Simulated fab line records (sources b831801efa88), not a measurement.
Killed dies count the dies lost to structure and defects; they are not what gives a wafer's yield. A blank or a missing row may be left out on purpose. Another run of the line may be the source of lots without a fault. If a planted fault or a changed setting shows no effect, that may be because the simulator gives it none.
fab line records	flow sky130
record: lots: 4	wafers: 12	lastDay: 50
route steps=708 shown CAP2M@605 METAL4@621 VIA4@639 PAD_OPEN@708
lots with no fault: from the same line, run without faults
startH: hours from the record's first day to the start of the lot's first wafer shown	waitH: how many hours have passed since the lot's step before this one	" identical to the entry in the row above	L1.1+2: a row that stands for several wafers	- no value, or no start given	* or withheld: withheld	< > ~ a bound
route shown NAME@n: names a module that has steps shown in the file, with the first one's number in the route	usual: the fault-free wafers' mean and standard deviation	same: alike in all rows	chamber/n: place in a boat	sites: per-site readings	_std_site: how widely they spread, as a standard deviation	_edge_site: the outer-site mean with the inner-site mean subtracted	radiusMm: for every site, how far away it sits from the centre of the wafer	mask NAME#n: copy n	behind: the most recent tool/chamber to have shaped the wafer	hold: cause of the lot's hold/its duration in hours/its outcome	device: the n, p or np transistor that did not switch	end of line: tests run on the same wafers once the route is complete	a step with no rows: only its recipe	killed: the dies lost at the first sort to structure and to defects; this is not the yield of the wafer	map: a wafer's dies, marking killed ones x, the rest . and places with no die _
set.NAME: the run value of the setting; set.NAME@STEP: its run value at that earlier step	model.NAME: the simulator's own value behind a step, which no gauge read
a table for each step, a row for each wafer; lots at some steps of the route
services: from which hour (startH, from the record's first day; less than 0 if before it) a tool's chamber was out of use, for how many hours, and why
== steps ==
step: SKY_CAP2M_SPUTTER_02
recipe: material: TiN	targetThkNm: 200	tempC: 300	powerW: 6500	timeS: 166.7	chamberPressurePa: 0.4
step: SKY_CAP2M_DEHYDRATE_05
recipe: tempC: 200	timeS: 60
step: SKY_CAP2M_HMDS_06
recipe: primeTimeS: 60	primeTempC: 120
step: SKY_CAP2M_COAT_07
recipe: resist: NOVOLAK	spinRpm: 3000	resistThkNm: 1140
step: SKY_CAP2M_SOFTBAKE_08
recipe: tempC: 90	timeS: 60	resist: NOVOLAK
step: SKY_CAP2M_EXPOSE_09
recipe: maskId: CAP2M	na: 0.6	sourceShape: conventional	sigmaOuter: 0.6	polarization: unpolarized	targetCdNm: 1000	doseMj: 159
step: SKY_CAP2M_PEB_10
recipe: tempC: withheld	timeS: *	resist: NOVOLAK
step: SKY_CAP2M_DEVELOP_11
recipe: resist: NOVOLAK	developer: TMAH	developTimeS: 60	devTempC: 23
step: SKY_CAP2M_METAL_ETCH_13
recipe: targetDepthNm: 220	stopOn: SiO2	chemistry: Cl2/BCl3	target: TiN	pressureMtorr: 10	icpW: 900	biasW: 48.5	Cl2_flow_sccm: 60	bcl3FlowSccm: 30	timeS: 62.9
step: SKY_CAP2M_STRIP_14
recipe: chemistry: O2/N2	powerW: 1400	pressureMtorr: 1500	platenTempC: withheld	o2FlowSccm: 3000	n2FlowSccm: 300	overashFraction: 0.5
usual: drypumpMotorCurrentA: 5.5/0.39	oesProductAu: 0.710/0.005	stripTimeToEndpointS: 12.61/0.058
same: overashFraction: 0.5
lot.wafer	tool	chamber	startH	waitH	drypumpMotorCurrentA	oesProductAu	rfHoursCounterH	stripTimeToEndpointS
L901.1	plasmaAsher-03	1	1031.60	0.1	6.0	0.701	124	12.56
L901.2	"	0	"	"	6.1	0.709	124	12.67
L901.3	"	0	"	"	6.1	0.710	-	12.58
L907.1	plasmaAsher-02	1	1060.91	0.1	5.1	0.714	65	12.60
L907.2	"	0	"	"	5.2	0.712	65	12.68
L907.3	"	1	"	"	5.1	0.711	-	12.65
L910.2	plasmaAsher-02	0	1091.01	0.1	5.2	0.712	68	12.54
L910.3	"	0	"	"	5.2	0.720	-	12.58
L910.6	"	1	"	"	5.2	0.711	-	12.57
L913.1	plasmaAsher-02	0	1103.16	0.1	5.2	0.711	69	12.62
L913.2	"	1	"	"	5.1	0.711	69	12.56
L913.6	"	1	"	"	5.1	0.715	-	12.50
step: SKY_CAP2M_STRIP_15
recipe: chemistry: postEtchResidueRemover	timeS: 1200	tempC: 72.5
step: SKY_CAP2M_CLEAN_16
recipe: chemistry: IPA	timeS: 180	tempC: 25
step: SKY_CAP2M_CLEAN_17
recipe: chemistry: O3/DIW	dry: n2Spin
step: SKY_METAL4_DEHYDRATE_05
recipe: tempC: 200	timeS: 60
step: SKY_METAL4_HMDS_06
recipe: primeTimeS: 60	primeTempC: 120
step: SKY_METAL4_COAT_07
recipe: resist: BARC	tempC: withheld	timeS: withheld	spinRpm: 3000	resistThkNm: 60
step: SKY_METAL4_COAT_08
recipe: resist: KrF-thick	spinRpm: 3000	resistThkNm: 1140
step: SKY_METAL4_SOFTBAKE_09
recipe: tempC: 100	timeS: 90	resist: KrF-thick
step: SKY_METAL4_EXPOSE_10
recipe: maskId: MM4	na: 0.68	sourceShape: annular	sigmaInner: 0.4	sigmaOuter: 0.8	targetCdNm: 300	doseMj: 28
step: SKY_METAL4_PEB_11
recipe: pebTempC: withheld	pebTimeS: withheld	resist: KrF-thick
step: SKY_METAL4_DEVELOP_12
recipe: developTimeS: 60	resist: KrF-thick	devTempC: 21
step: SKY_METAL4_DESCUM_15
recipe: chemistry: O2	sourcePowerW: 150	biasPowerW: 0	pressureMtorr: 10	tempC: 40	timeS: 8
step: SKY_METAL4_ETCH_16
recipe: chemistry: N2/H2	target: BARC	ionEnergyEv: 200	biasW: 100	pressureMtorr: 30	n2FlowSccm: 100	h2FlowSccm: 200	icpW: 500	stopOn: SiO2	timeS: 88.2	targetDepthA: 600
step: SKY_METAL4_ETCH_17
recipe: target: SiO2	stopOn: TiN	chemistry: C4F8/O2/Ar	sourceW: 1500	biasW: 1200	pressureMtorr: 40	c4f8FlowSccm: withheld	O2_flow_sccm: 6	Ar_flow_sccm: 300	timeS: 3.9	targetDepthA: 150
step: SKY_METAL4_METAL_ETCH_18
recipe: targetDepthA: 8450	stopOn: SiO2	overEtchFrac: 0.3	timeS: 183.1	chemistry: Cl2/BCl3	resistSidewallDeg: 88	pressureMtorr: 10	icpW: 900	biasW: 48.5	Cl2_flow_sccm: 60	bcl3FlowSccm: 30
step: SKY_METAL4_STRIP_19
recipe: chemistry: O2/N2	powerW: 1400	pressureMtorr: 1500	platenTempC: withheld	o2FlowSccm: 3000	n2FlowSccm: 300	overashFraction: 0.5
step: SKY_METAL4_STRIP_20
recipe: chemistry: postEtchResidueRemover	timeS: 1200	tempC: 72.5
step: SKY_METAL4_CLEAN_21
recipe: chemistry: IPA	timeS: 180	tempC: 25
step: SKY_METAL4_CLEAN_22
recipe: chemistry: O3/DIW	dry: n2Spin
step: SKY_VIA4_HDPCVD_00
recipe: material: SiO2	targetThkNm: 1750	sigmaOpenFrac: 0.3	timeS: 291.7	tempC: 400	sih4FlowSccm: 60	pressureMtorr: 6
step: SKY_VIA4_CMP_02
recipe: material: SiO2	downForcePsi: 4	platenRpm: 60	padVelocityMS: 0.94248
step: SKY_VIA4_DEHYDRATE_04
recipe: tempC: 200	timeS: 60
step: SKY_VIA4_HMDS_05
recipe: primeTimeS: 60	primeTempC: 120
step: SKY_VIA4_COAT_06
recipe: resist: NOVOLAK	spinRpm: 3000	resistThkNm: 1140
step: SKY_VIA4_SOFTBAKE_07
recipe: tempC: 90	timeS: 60	resist: NOVOLAK
step: SKY_PAD_OPEN_PROBE_99
usual: defectLimitedYield: 82.7/2	killed_at_M0_to_M3: 42/6.7	killed_at_M4_up: 3.3/2.1	killedAtContacts: 24/5.1	killedAtFrontEnd: 15/4.6	killedAtOther: 0.3/0.58	killedDies: 85/9.9	killedOpen: 46/6.9	killedShort: 38/7	sort_bin_3_pad_short: 0.9/0.43	sort_bin_5_function: 10.1/1.4	sort_bin_6_memory: 6.4/1.2	sortNPass: 407/9.9	sortYieldPct: 82.7/2
same: grossDies: 492	killedAtBackSide: 0	sort_bin_4_leakage[%]: 0	sort_bin_8_speed[%]: 0
lot.wafer	tool	chamber	startH	waitH	defectLimitedYield[%]	killed_at_M0_to_M3	killed_at_M4_up	killedAtContacts	killedAtFrontEnd	killedAtOther	killedDies	killedOpen	killedShort	sort_bin_3_pad_short[%]	sort_bin_5_function[%]	sort_bin_6_memory[%]	sortNPass	sortYieldPct[%]	model.etest.tester.sortNPass	model.etest.tester.sortYieldPct	model.etest.tester.sort_bin_5_pct	model.etest.tester.sort_bin_3_pct
L901.1	prober-01	-	1142.10	0.1	81.9	49	9	23	8	0	89	49	35	0.8	12.2	5.1	403	81.9	403	81.91	12.2	0.813
L901.2	prober-01	-	1142.15	0.1	80.3	51	1	25	20	0	97	59	38	0.8	11.2	7.7	395	80.3	395	80.28	11.18	0.813
L901.3	prober-01	-	1142.20	0.2	83.3	35	2	29	15	1	82	51	31	1.0	9.3	6.3	410	83.3	410	83.33	9.35	1.016
L907.1	prober-01	-	1167.32	0.1	84.1	39	1	26	12	0	78	49	29	0.6	11.0	4.3	414	84.1	414	84.15	10.98	0.6098
L907.2	prober-01	-	1167.37	0.1	83.3	37	8	23	13	1	82	40	42	0.6	10.4	5.7	410	83.3	410	83.33	10.37	0.6098
L907.3	prober-01	-	1167.42	0.2	83.9	37	0	26	15	1	79	43	35	0.8	9.8	5.5	413	83.9	413	83.94	9.756	0.813
L910.2	prober-01	-	1192.12	0.1	82.3	52	5	16	14	0	87	40	47	0.8	11.0	5.9	405	82.3	405	82.32	10.98	0.813
L910.3	prober-01	-	1192.17	0.2	80.1	45	5	18	30	0	98	62	34	0.6	13.4	5.9	394	80.1	394	80.08	13.41	0.6098
L910.6	prober-01	-	1192.32	0.2	74.0	39	4	20	7	58	128	40	29	3.7	17.3	5.1	364	74.0	364	73.98	17.28	3.659
L913.1	prober-01	-	1200.97	0.1	81.9	41	3	20	24	1	89	40	49	0.2	11.8	6.1	403	81.9	403	81.91	11.79	0.2033
L913.2	prober-01	-	1201.02	0.1	72.0	42	1	20	18	57	138	41	38	4.5	14.4	9.1	354	72.0	354	71.95	14.43	4.472
L913.6	prober-01	-	1201.22	0.2	72.6	31	5	20	12	67	135	33	35	4.7	17.3	5.5	357	72.6	357	72.56	17.28	4.675
killed by level:class
L901.1 CONTACT:geometricParticle:open=12 VIA3:geometricParticle:open=12 METAL1:geometricParticle:short=8 VIA2:geometricParticle:open=7 VIA1:geometricParticle:open=6 VIA1:geometricParticle:short=5 METAL3:geometricParticle:short=5 VIA4:areaEtch=5
L901.2 VIA1:geometricParticle:open=11 CONTACT:geometricParticle:open=10 LI_CONTACT:geometricParticle:open=9 VIA3:geometricParticle:open=9 FIELD_ISO:geometricParticle:short=8 VIA2:geometricParticle:open=6 FIELD_ISO:geometricParticle:open=5 METAL2:geometricParticle:short=5
L901.3 CONTACT:geometricParticle:open=10 VIA1:geometricParticle:open=9 LI_CONTACT:geometricParticle:open=8 POLY_GATE:geometricParticle:short=6 VIA2:geometricParticle:open=5 LOCAL_INTERCONNECT:geometricParticle:short=4 CONTACT:geometricParticle:short=4 METAL2:geometricParticle:open=4
L907.1 LI_CONTACT:geometricParticle:open=11 CONTACT:geometricParticle:open=9 METAL2:geometricParticle:short=6 METAL1:geometricParticle:short=6 VIA3:geometricParticle:open=6 VIA1:geometricParticle:open=5 POLY_GATE:geometricParticle:short=4 VIA1:geometricParticle:short=4
L907.2 VIA1:geometricParticle:open=10 FIELD_ISO:geometricParticle:short=8 CONTACT:geometricParticle:open=8 VIA1:geometricParticle:short=7 LI_CONTACT:geometricParticle:open=5 LOCAL_INTERCONNECT:geometricParticle:short=4 METAL2:geometricParticle:short=4 FIELD_ISO:geometricParticle:open=3
L907.3 CONTACT:geometricParticle:open=13 VIA1:geometricParticle:open=7 LI_CONTACT:geometricParticle:open=6 METAL1:geometricParticle:short=6 METAL2:geometricParticle:short=6 FIELD_ISO:geometricParticle:short=5 VIA2:geometricParticle:open=5 POLY_GATE:geometricParticle:open=4
L910.2 VIA2:geometricParticle:open=9 VIA3:geometricParticle:open=8 METAL3:geometricParticle:short=7 METAL2:geometricParticle:short=7 VIA1:geometricParticle:open=6 FIELD_ISO:geometricParticle:short=5 CONTACT:geometricParticle:open=5 METAL1:geometricParticle:short=5
L910.3 FIELD_ISO:geometricParticle:open=14 VIA3:geometricParticle:open=10 VIA1:geometricParticle:open=10 VIA2:geometricParticle:open=8 FIELD_ISO:geometricParticle:short=6 CONTACT:geometricParticle:open=6 VIA2:geometricParticle:short=5 POLY_GATE:geometricParticle:open=4
L910.6 CAP2M:unspecified=58 VIA1:geometricParticle:open=15 VIA1:geometricParticle:short=7 LI_CONTACT:geometricParticle:open=6 CONTACT:geometricParticle:open=6 VIA2:geometricParticle:open=5 METAL2:geometricParticle:short=4 POLY_GATE:geometricParticle:short=3
L913.1 POLY_GATE:geometricParticle:short=10 VIA3:geometricParticle:open=10 VIA1:geometricParticle:open=9 CONTACT:geometricParticle:open=6 LI_CONTACT:geometricParticle:short=5 LOCAL_INTERCONNECT:geometricParticle:short=5 VIA3:geometricParticle:short=5 POLY_GATE:geometricParticle:open=4
L913.2 CAP2M:unspecified=57 CONTACT:geometricParticle:open=11 METAL1:geometricParticle:short=8 VIA1:geometricParticle:open=7 VIA3:geometricParticle:open=7 POLY_GATE:geometricParticle:open=5 POLY_GATE:geometricParticle:short=5 VIA1:geometricParticle:short=5
L913.6 CAP2M:unspecified=67 METAL1:geometricParticle:short=7 CONTACT:geometricParticle:open=6 METAL2:geometricParticle:short=6 LOCAL_INTERCONNECT:geometricParticle:short=5 FIELD_ISO:geometricParticle:open=4 LI_CONTACT:geometricParticle:open=4 POLY_GATE:geometricParticle:short=3
map L910.6 (x killed, . not)
__________.....x...._________
________x..x...xx.x..x_______
______x...............x._____
_____.x.....x....x..x....____
____x..x.................x___
___....x...x.x..x........x.__
__....xx.............x....x._
_.x...x....x.x.......x.....xx
_.....x......................
_..........x...........x...x.
_x.....x.x...x.xx..xxx.......
_.xx...........xxxxxxxx......
_.x.........x..xxxxxxxx..x...
_..x......x..xxxxxxxxxxxx...x
_.......x....xxxxxxxxxx..x...
__......x.....xxxxxxxxx....._
___............xxxxxxxx...x__
____...........xxx...x....___
_____...x....x.......x...____
______..........x.....x._____
________..........xx.x_______
__________.xx..x.x.._________
map L913.2 (x killed, . not)
__________....xx...._________
________x.x..........x_______
______........xx...x...x_____
_____x..xx.x..xx.x.....x.____
____.......x.x.......x....___
___..xxx..xx..........x....__
__....x................xx..._
_......x....x.......x.x....x.
_.........x..x.x..x..........
_..x.......x..x...x.........x
_...........xx...xxx.xx.....x
_.x...........x.xxxxxxxxxx...
_.x..x...x...xxxxxxxxxxx....x
_........x....xxxxxxxxxxx.x..
_....xx.......xxxxxxxxxx.x...
__.............xxxxxxxx.xx.x_
___...........xx.xxx.x.....__
____...x.....x.x.xx.x....x___
_____...x..x......x......____
______.....xx.........x._____
________x......x.x...._______
__________......x..._________
== services ==
tool	chamber	startH	hours	kind
plasmaAsher-03	-	1019.23	9.1	repair
plasmaAsher-03	-	1055.25	9.0	pm
plasmaAsher-03	0	1055.25	9.0	ventCycle
plasmaAsher-03	1	1055.25	9.0	ventCycle
plasmaAsher-03	0	1064.25	-	clean
plasmaAsher-03	1	1064.25	-	clean
== key ==
firstSign: step: SKY_PAD_OPEN_PROBE_99	reading: killedAtOther	direction: up	sigmas: 60	usual: 0.3	struck: 60.7
effect: step: SKY_PAD_OPEN_PROBE_99	reading: sort_bin_3_pad_short	direction: up	sigmas: 7.9	usual: 0.9	struck: 4.3
modelEffect: step: SKY_PAD_OPEN_PROBE_99	value: etest.tester.sortNPass	without: 409.7	struck: 358.3
metAt SKY_CAP2M_STRIP_14
struckWafers L910.6,L913.2,L913.6
onsetBetween 1060.91 1091.01
fault: kind: chamberParticleSource	tool: plasmaAsher-02	chamber: 1	onsetH: 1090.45	steps: SKY_CAP2M_STRIP_14	ratePerVisitCm2: 1.2743	endH: 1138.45
